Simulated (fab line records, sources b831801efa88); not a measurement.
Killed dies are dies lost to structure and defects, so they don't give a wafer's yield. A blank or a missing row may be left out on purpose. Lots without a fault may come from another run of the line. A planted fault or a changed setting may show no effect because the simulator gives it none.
A struck lot beside a sound one | flow gf180mcu | 28 steps out of a route of 602
Sound: wafers L765.3, L765.5, L765.6. Struck: wafers L766.2, L766.4, L766.5. The cause comes at the end.
At each step with rows: each side's tool, then ch and its chambers, then its first start. Under that, the readings that differ: sound wafers | struck wafers | difference of the means | sigmas: that difference in standard deviations of wafers without a fault.
alike: readings whose means differ by less than 2 such deviations, and words and numbers that are the same on both sides. not compared: withheld readings, readings that some wafer has no value for, bounds like >300 that may hide the same value, and numbers for which the record gives no deviation and whose values overlap.
The two part at a step that has a row with sigmas, a row that says differs or no value, or rows on one side only. Numbers that don't overlap but have no deviation are shown without sigmas and don't part them. A reading that every wafer of one side lacks parts them only if that side has two wafers or more.

GF_V3_ETCH_17: etches SiO2 in C4F8/O2/Ar, stops on TiN, target depth 635 nm.
  sound on rie_diel-01 ch 1,2; struck on rie_diel-02 ch 1,2,3
  alike: oes_product_au
GF_V3_STRIP_18: strips in O2/N2.
  sound on plasma_asher-01 ch 0,1, day 25 06:53; struck on plasma_asher-01 ch 1, day 25 21:58
  alike: drypump_motor_current_A, heater_power_w, o2_flow_sccm, oes_product_au
  not compared: rf_hours_counter_h
then, 2 steps without rows for these wafers: GF_V3_STRIP_19 (strips in post etch residue remover, time 1200 s); GF_V3_CLEAN_20 (cleans in DIW).
GF_V3_SPUTTER_21: material Ti, target thk 15 nm, time 80.02 s.
  sound on pvd_sputter-03, day 25 07:23; struck on pvd_sputter-03, day 25 22:30
  alike: cathode_dc_power_W, chamber_pressure_pa, throttle_valve_pct
GF_V3_SPUTTER_22: material TiN, target thk 10 nm, time 40 s.
  sound on pvd_sputter-03, day 25 07:26; struck on pvd_sputter-03, day 25 22:34
  alike: cathode_dc_power_W, chamber_pressure_pa, throttle_valve_pct
then, 1 step without rows for these wafers: GF_V3_CVD_23 (deposits W, target thk 350 nm, time 104.9 s).
GF_V3_RS_MEAS_24: measures by four-point-probe.
  sound on film_metro-03, day 25 07:38; struck on film_metro-02, day 25 22:44
  alike: V3_W_RS
GF_V3_THK_MEAS_25: measures by xrf.
  sound on film_metro-03, day 25 07:44; struck on film_metro-02, day 25 22:50
  reading       | sound       | struck      | difference | sigmas
  V3_W_THK (nm) | 340 354 340 | 363 360 363 | +17        | +2
then, 3 steps without rows for these wafers: GF_V3_CMP_26 (polishes, stops on SiO2, t overpolish 15 s, target thk 0 nm); GF_M4_SPUTTER_00 (material Ti, target thk 37.5 nm, time 150 s); GF_M4_SPUTTER_01 (material TiN, target thk 30 nm, time 25 s).
GF_M4_SPUTTER_02: material AlCu, target thk 450 nm, time 23.9 s.
  sound on pvd_sputter-02, day 25 08:13; struck on pvd_sputter-01, day 25 23:19
  no value came back on the struck wafers for cathode_dc_power_W (W), chamber_pressure_pa (Pa), throttle_valve_pct (%); on the sound wafers cathode_dc_power_W (W) reads 10601 10601 10600
then, 2 steps without rows for these wafers: GF_M4_SPUTTER_03 (material Ti, target thk 10 nm, time 6.7 s); GF_M4_SPUTTER_04 (material TiN, target thk 50 nm, time 41.7 s).
GF_M4_RS_MEAS_05: measures by four-point-probe.
  sound on film_metro-04, day 25 08:20; struck on film_metro-03, day 25 23:26
  reading             | sound                | struck               | difference | sigmas
  M4_ALCU_RS (ohm/sq) | 0.0702 0.0697 0.0709 | 7.1599 7.1519 7.0919 | +7.0643    | +99 or more
GF_M4_THK_MEAS_06: measures by xrf.
  sound on film_metro-04, day 25 08:26; struck on film_metro-03, day 25 23:32
  reading          | sound       | struck   | difference | sigmas
  M4_ALCU_THK (nm) | 443 444 439 | <0 <0 <0 | differs    |
then, 7 steps without rows for these wafers: GF_M4_DEHYDRATE_07 (time 60 s); GF_M4_HMDS_08 (prime time 60 s); GF_M4_COAT_09 (resist thk 1000 nm); GF_M4_SOFTBAKE_10 (time 60 s); GF_M4_EXPOSE_11 (exposes mask Metal4, target cd 280 nm); GF_M4_PEB_12 (peb time 90 s); GF_M4_DEVELOP_13 (develop time 60 s).
GF_M4_CD_MEAS_14: target cd 280 nm.
  sound on cd_sem-01, day 26 05:41; struck on cd_sem-01, day 26 20:02
  alike: cd_nm
GF_M4_OVL_MEAS_15:
  sound on overlay-02, day 26 05:47; struck on overlay-01, day 26 20:08
  reading     | sound   | struck | difference | sigmas
  M4_OVL (nm) | -5 -8 1 | 8 9 4  | +11        | +2
GF_M4_METAL_ETCH_16: etches the open film in Cl2/BCl3, stops on SiO2, target depth 627.5 nm, time 104.6 s.
  sound on rie_metal-02 ch 1, day 26 05:52; struck on rie_metal-01 ch 0, day 26 20:12
  reading                | sound                | struck               | difference | sigmas
  oes_product_au (a.u.)  | 0.971 0.976 0.963    | 0.987 0.989 0.996    | +0.021     | +3
  throttle_valve_pct (%) | 28.239 28.242 28.253 | 28.220 28.230 28.212 | -0.024     | -2
  alike: drypump_motor_current_A
  not compared: rf_hours_counter_h
GF_M4_STRIP_17: strips in O2/N2.
  sound on plasma_asher-03 ch 0,1, day 26 06:04; struck on plasma_asher-04 ch 1, day 26 20:23
  reading             | sound          | struck         | difference | sigmas
  heater_power_w (W)  | 352 328 349    | 282 295 287    | -55        | -3
  o2_flow_sccm (sccm) | 3025 3009 3015 | 2991 2988 2994 | -25        | -3
  alike: drypump_motor_current_A, oes_product_au, strip_time_to_endpoint_s
  not compared: rf_hours_counter_h

WHERE THEY PART
First at GF_V3_THK_MEAS_25; last, within this record, at GF_M4_STRIP_17.

WHY: what the simulator had put in
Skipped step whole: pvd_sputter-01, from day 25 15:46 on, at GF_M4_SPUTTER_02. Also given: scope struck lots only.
